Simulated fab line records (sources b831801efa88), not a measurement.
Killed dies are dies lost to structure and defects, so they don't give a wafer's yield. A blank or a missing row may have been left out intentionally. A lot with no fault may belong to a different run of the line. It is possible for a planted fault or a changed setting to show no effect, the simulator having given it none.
Which tool is to blame? | flow gf180mcu | 6 lots, 18 wafers sampled, at 3 steps of a route of 602

== WHAT THE GAUGES SHOWED, per wafer ==
GF_VT_IMPLANT_TW_MEAS_32.
lot  | measured     | on            | VT_IMPLANT_3_TW
L248 | day 7 18:36  | film-metro-02 | 268.4 269.2 267.8
L250 | day 8 10:45  | film-metro-01 | 268.8 268.7 269.9
L252 | day 8 22:54  | film-metro-04 | 266.9 267.2 266.5
L254 | day 9 09:07  | film-metro-01 | 269.4 271.0 271.8
L258 | day 10 12:42 | film-metro-04 | 267.8 264.9 266.4
L261 | day 11 11:48 | film-metro-02 | 243.7 245.0 242.9

== WHAT TOOL EACH LOT RAN ON (gives the tool, then ch and the chambers of the sampled wafers, and finally the start) ==
lot  | GF_VT_IMPLANT_STRIP_20               | GF_VT_IMPLANT_IMPLANT_30
L248 | plasma-asher-04 ch 0,1, day 7 01:56  | implanter-04 ch 0, day 7 18:21
L250 | plasma-asher-01 ch 0,1, day 7 17:26  | implanter-04 ch 0, day 8 10:30
L252 | plasma-asher-04 ch 0,1, day 8 04:23  | implanter-04 ch 0, day 8 22:40
L254 | plasma-asher-01 ch 0,1, day 8 14:05  | implanter-01 ch 0, day 9 08:54
L258 | plasma-asher-02 ch 0,1, day 9 17:08  | implanter-03 ch 0, day 10 12:28
L261 | plasma-asher-02 ch 0,1, day 10 16:05 | implanter-01 ch 0, day 11 11:35
- GF_VT_IMPLANT_STRIP_20: strips in O2/N2.
- GF_VT_IMPLANT_IMPLANT_30

== THE ANSWER, worked out from the rows above alone ==
Rule: what is usual is taken from the lots themselves. The widest of any qualifying gaps counts: lots, ordered by their means at a reading, are off when they make up no more than a third of the lots, leave a main group of 4 or more, and stand apart from it by 3 or more times the standard deviation of that group's means. A main group whose means are all the same, to the digits that the tables above print for the reading, isn't used. A lot without any number at a reading at which 4 lots or more have one is off too. The other lots that the step has rows for count as sound.
Off: L261, at GF_VT_IMPLANT_TW_MEAS_32 (VT_IMPLANT_3_TW). The main group: mean 268.3, standard deviation 1.6.
If a tool, at a process step before that reading, ran all the lots that are off and no sound lot after the first of them, it fits. The gauges at GF_VT_IMPLANT_TW_MEAS_32 are tried like those tools. Can't be told from this: 3 tools fit, plasma-asher-02 at GF_VT_IMPLANT_STRIP_20, implanter-01 at GF_VT_IMPLANT_IMPLANT_30, film-metro-02 at GF_VT_IMPLANT_TW_MEAS_32.

== WHAT HAD BEEN PUT IN BY THE SIMULATOR ==
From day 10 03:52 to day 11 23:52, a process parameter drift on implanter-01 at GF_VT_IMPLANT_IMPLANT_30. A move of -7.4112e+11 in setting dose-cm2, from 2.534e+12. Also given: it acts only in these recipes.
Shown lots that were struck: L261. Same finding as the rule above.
